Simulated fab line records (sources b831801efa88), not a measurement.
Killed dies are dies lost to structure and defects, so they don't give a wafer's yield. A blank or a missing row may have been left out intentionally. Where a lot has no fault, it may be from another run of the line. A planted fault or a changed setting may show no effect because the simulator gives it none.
A struck lot beside a sound one -- flow sky130 -- 15 steps out of a route of 708
Sound: these wafers, L795.1, L795.4, L795.5. Struck: wafers L807.1, L807.4, L807.6. The cause is named last.
Each step with rows lists, per side, the tool, then ch with its chambers, then its first start. Under that, the readings that differ: sound wafers -- struck wafers -- difference of the means -- sigmas: that difference in standard deviations of wafers without a fault.
alike: same words and numbers on both sides, and readings whose means sit less than 2 such deviations apart. not compared: any withheld reading, any reading some wafer has no value for, any bound like >300 that may hide the same value, and any number with overlapping values for which the record gives no deviation.
A row with sigmas, a row that says differs or no value, or rows on one side alone: a step with any of these is where the two part. When numbers do not overlap yet have no deviation, they are printed without sigmas and do not part them. A reading missing from all wafers of one side parts the sides only when that side holds two or more wafers.

first, 4 steps without rows for these wafers: SKY_LDD_N_SOFTBAKE_03 (time 60 s); SKY_LDD_N_EXPOSE_04 (exposes mask NTM, target cd 840 nm); SKY_LDD_N_PEB_05; SKY_LDD_N_DEVELOP_06 (develop time 60 s).
SKY_LDD_N_OVL_MEAS_07:
  struck on overlay-01, day 23 00:23; sound on overlay-02, day 18 07:35
  alike: LDD_N_OVL
then, 7 steps without rows for these wafers: SKY_LDD_N_IMPLANT_08; SKY_LDD_N_IMPLANT_09; SKY_LDD_N_IMPLANT_10; SKY_LDD_N_IMPLANT_11; SKY_LDD_N_IMPLANT_12; SKY_LDD_N_IMPLANT_13; SKY_LDD_N_IMPLANT_14.
SKY_LDD_N_IMPLANT_15:
  sound on implanter-01 ch 0, day 18 08:41; struck on implanter-01 ch 0, day 23 01:29
reading,sound,struck,difference,sigmas
beamOnS (s),10.15 10.11 10.46,13.40 13.55 13.51,+3.25,+17
faradayCurrentUA,27.9 27.9 26.9,21.0 20.9 20.8,-6.7,-13
SKY_LDD_N_STRIP_16: strips in O2/N2.
  sound on plasmaAsher-04 ch 0,1, day 18 08:50; struck on plasmaAsher-01 ch 0,1, day 23 01:38
reading,sound,struck,difference,sigmas
drypumpMotorCurrentA (A),5.00 5.43 5.00,5.76 5.74 5.89,+0.65,+2
  alike: oesProductAu, stripTimeToEndpointS
  not compared: rfHoursCounterH
-- a jump in the record: the struck wafers' starts before and after are 26 days apart (it breaks off in module LDD_N and resumes in module PAD_OPEN, where the first step shown is number 708 of the route) --
SKY_PAD_OPEN_PROBE_99:
  struck on prober-01, day 49 05:24; sound on prober-01, day 46 02:49
reading,sound,struck,difference,sigmas
killedAtFrontEnd,7 11 20,19 15 32,+9,+2
model.etest.nfet_01v8_turned.vtSatV (V),0.6583 0.6543 0.6503,0.6779 0.6738 0.6778,+0.0222,
  alike: killed_at_M0_to_M3, killed_at_M4_up, killedAtContacts, killedAtOther, killedDies, killedOpen, killedShort

== WHERE THEY PART ==
At SKY_LDD_N_IMPLANT_15 first; at SKY_PAD_OPEN_PROBE_99 last (within this record only).

WHY: the cause the simulator had injected
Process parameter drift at SKY_LDD_N_IMPLANT_15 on implanter-01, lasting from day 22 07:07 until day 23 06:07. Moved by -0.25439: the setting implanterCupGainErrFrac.
